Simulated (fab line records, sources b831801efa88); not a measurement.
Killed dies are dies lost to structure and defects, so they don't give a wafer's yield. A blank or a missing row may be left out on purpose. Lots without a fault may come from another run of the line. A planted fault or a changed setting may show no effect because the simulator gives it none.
Chamber matching | flow sky130 | SKY_VIA1_ETCH_15 on rie_diel-04: 4 sister chambers
The step etches SiO2 in C4F8/O2/Ar, stops on TiN, target depth 351 nm, time 54 s. 18 wafers are shown with their chamber, then 9 later ones without.

WAFERS WITH THEIR CHAMBER
wafer  | chamber | oes_product_au (a.u.)
L075.2 | 2       | 0.974
L075.3 | 0       | 0.984
L075.6 | 1       | 0.979
L079.1 | 3       | 0.984
L079.2 | 1       | 0.980
L079.4 | 3       | 0.978
L082.1 | 1       | 0.993
L082.5 | 3       | 0.981
L082.6 | 0       | 0.985
L084.1 | 2       | 0.987
L084.4 | 1       | 0.987
L084.5 | 2       | 0.978
L091.4 | 0       | 0.981
L091.5 | 2       | 0.977
L091.6 | 3       | 0.983
L094.2 | 1       | 0.984
L094.3 | 2       | 0.983
L094.6 | 2       | 0.988

SIGNATURES (means of the wafers above)
reading        | chamber 0 | chamber 1 | chamber 2 | chamber 3 | scatter within a chamber
oes_product_au | 0.98333   | 0.98460   | 0.98117   | 0.98150   | 0.00479
Rule: a wafer's distance from a chamber is the root of the sum, over the readings, of the square of ((its reading less the chamber's mean) divided by the reading's scatter). The wafer belongs to the nearest chamber; if the next one is less than 2 further off, it can't be placed. The scatter: the root of (the sum of the squares of (reading less its chamber's mean) over the shown wafers, divided by (wafers less chambers)).

WAFERS WITHOUT THEIR CHAMBER
wafer  | oes_product_au (a.u.)
L095.2 | 0.963
L095.3 | 0.969
L095.6 | 0.983
L096.4 | 0.986
L096.5 | 0.985
L096.6 | 0.998
L097.1 | 0.983
L097.3 | 0.979
L097.4 | 0.985

WHICH CHAMBER EACH WENT THROUGH
wafer  | from the rows above               | in truth
L095.2 | can't be placed: 2 or 3 or 0 or 1 | 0
L095.3 | can't be placed: 2 or 3 or 0 or 1 | 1
L095.6 | can't be placed: 0 or 3 or 1 or 2 | 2
L096.4 | can't be placed: 1 or 0 or 3 or 2 | 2
L096.5 | can't be placed: 1 or 0 or 3 or 2 | 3
L096.6 | can't be placed: 1 or 0 or 3 or 2 | 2
L097.1 | can't be placed: 0 or 3 or 1 or 2 | 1
L097.3 | can't be placed: 2 or 3 or 0 or 1 | 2
L097.4 | can't be placed: 1 or 0 or 3 or 2 | 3
Placed correctly: 0 of 9. Can't be placed from these rows: 9 (the true chamber is among the candidates in 9). Placed wrongly: 0.
